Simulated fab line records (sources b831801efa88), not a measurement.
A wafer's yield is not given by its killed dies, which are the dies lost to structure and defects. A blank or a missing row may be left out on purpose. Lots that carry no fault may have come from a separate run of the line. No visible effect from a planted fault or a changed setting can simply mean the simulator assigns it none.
A struck lot beside a sound one || flow sky130 || 24 out of 708 route steps
Sound: these wafers, L699.1, L699.2, L699.4. Struck: wafers L710.1, L710.3 (left out: L710.4, a lot-mate that was not struck); the cause follows at the end.
At each step with rows: each side's tool, then ch and its chambers, then its first start. Under that, the readings that differ: sound wafers || struck wafers || difference of the means || sigmas: that difference in standard deviations of wafers without a fault.
alike: words and numbers the same on both sides, and readings whose means are apart by under 2 such deviations; not compared: readings that were withheld, readings missing a value for some wafer, numbers with overlapping values and no deviation given by the record, and bounds like >300 which may hide the same value.
The two part at a step that has a row with sigmas, a row that says differs or no value, or rows on one side only. Numbers that have no deviation but don't overlap get no sigmas and don't part them. A reading that every wafer of one side lacks parts them only if that side has two wafers or more.

first, 6 steps without rows for these wafers: SKY_PWDE_HMDS_01 (prime time 60 s); SKY_PWDE_COAT_02 (resist thk 3000 nm); SKY_PWDE_SOFTBAKE_03; SKY_PWDE_EXPOSE_04 (exposes mask PWDEM, target cd 840 nm); SKY_PWDE_PEB_05; SKY_PWDE_DEVELOP_06 (develop time 60 s).
SKY_PWDE_OVL_MEAS_07:
  sound on overlay-01, day 4 09:44; struck on overlay-01, day 6 23:15
{"reading": "PWDE_OVL (nm)", "sound": "-2.8 -2.4 -3.1", "struck": "0.1 -0.3", "difference": "+2.7", "sigmas": "+2"}
following that, these wafers have no rows for 1 step: SKY_PWDE_IMPLANT_08.
SKY_PWDE_STRIP_09: strips in O2/N2.
  sound on plasmaAsher-04 ch 0,1, day 4 09:55; struck on plasmaAsher-03 ch 1, day 6 23:26
  alike: drypumpMotorCurrentA, oesProductAu, stripTimeToEndpointS
  not compared: rfHoursCounterH
SKY_PWDE_TW_MEAS_10:
  sound on filmMetro-03, day 4 10:01; struck on filmMetro-04, day 6 23:32
  alike: PWDE_TW
then, 2 steps without rows for these wafers: SKY_NWELL_DEHYDRATE_03 (time 60 s); SKY_NWELL_HMDS_04 (prime time 60 s).
SKY_NWELL_COAT_05: resist thk 3000 nm.
  sound on lithoTrack-03 ch 0, day 4 17:48; struck on lithoTrack-01 ch 0, day 7 08:36
{"reading": "model.coat_of_NWELL_COAT_05.thkNm (nm)", "sound": "2997 3002 3000", "struck": "1794 1793", "difference": -1206, "sigmas": ""}
then, 3 steps without rows for these wafers: SKY_NWELL_SOFTBAKE_06; SKY_NWELL_EXPOSE_07 (exposes mask NWM, target cd 840 nm); SKY_NWELL_PEB_08.
SKY_NWELL_DEVELOP_09: develop time 60 s.
  sound on lithoTrack-03 ch 0; struck on lithoTrack-02 ch 0
{"reading": "model.coat_of_NWELL_COAT_05.thkNm (nm)", "sound": "2993 2998 2996", "struck": "1789 1789", "difference": -1207, "sigmas": ""}
SKY_NWELL_OVL_MEAS_10:
  sound on overlay-01, day 5 03:18; struck on overlay-01, day 7 18:56
  alike: NWELL_00_OVL
then, 3 steps without rows for these wafers: SKY_NWELL_IMPLANT_11; SKY_NWELL_IMPLANT_12; SKY_NWELL_IMPLANT_13.
SKY_NWELL_STRIP_14: strips in O2/N2.
  sound on plasmaAsher-01 ch 0,1, day 5 03:47; struck on plasmaAsher-01 ch 0, day 7 19:25
{"reading": "stripTimeToEndpointS (s)", "sound": "36.89 36.93 36.91", "struck": "22.91 22.91", "difference": -14.00, "sigmas": "-99 or more"}
  alike: drypumpMotorCurrentA, oesProductAu
  not compared: rfHoursCounterH
SKY_NWELL_TW_MEAS_15:
  sound on filmMetro-01, day 5 03:53; struck on filmMetro-04, day 7 19:31
{"reading": "NWELL_TW", "sound": "1829 1836 1836", "struck": "1794 1787", "difference": -43, "sigmas": -2}
-- the record jumps here: 41 days lie between the struck wafers' starts before and after (it left off in module NWELL and takes up again in module PAD_OPEN, whose first step shown is number 708 of the route) --
SKY_PAD_OPEN_PROBE_99:
  sound on prober-01, day 46 07:41; struck on prober-01, day 49 05:45
{"reading": "model.etest.pfet_16v.rOnOhmUm", "sound": "1.523e+04 1.532e+04 1.502e+04", "struck": "1.594e+04 1.576e+04", "difference": "+6.600e+02", "sigmas": ""}
{"reading": "model.etest.nfet_16v.rOnOhmUm", "sound": "1.389e+04 1.404e+04 1.395e+04", "struck": "1.358e+04 1.342e+04", "difference": -4.600e+02, "sigmas": ""}
{"reading": "model.etest.resNwell.lineOhmUm", "sound": "1121 1136 1109", "struck": "1013 997.7", "difference": -117, "sigmas": ""}
{"reading": "model.etest.resNwell.widthNm (nm)", "sound": "845.1 838.2 839.9", "struck": "918.5 914.8", "difference": "+75.6", "sigmas": ""}
{"reading": "model.etest.resIsoPwell.widthNm (nm)", "sound": "2640 2664 2648", "struck": "2609 2595", "difference": -49, "sigmas": ""}
{"reading": "model.etest.pfet_16v.driveUaUm", "sound": "244.4 243 244.3", "struck": "228.5 229.5", "difference": -14.9, "sigmas": ""}
  alike: killed_at_M0_to_M3, killed_at_M4_up, killedAtContacts, killedAtFrontEnd, killedAtOther, killedDies, killedOpen, killedShort
  not compared: model.etest.isoNwellNwell.leakLog10AUm

== WHERE THEY PART ==
First at SKY_PWDE_OVL_MEAS_07; last, within this record, at SKY_NWELL_TW_MEAS_15. Later steps at which nothing parts them and some readings are alike: SKY_PAD_OPEN_PROBE_99.

WHY: whatever the simulator had introduced
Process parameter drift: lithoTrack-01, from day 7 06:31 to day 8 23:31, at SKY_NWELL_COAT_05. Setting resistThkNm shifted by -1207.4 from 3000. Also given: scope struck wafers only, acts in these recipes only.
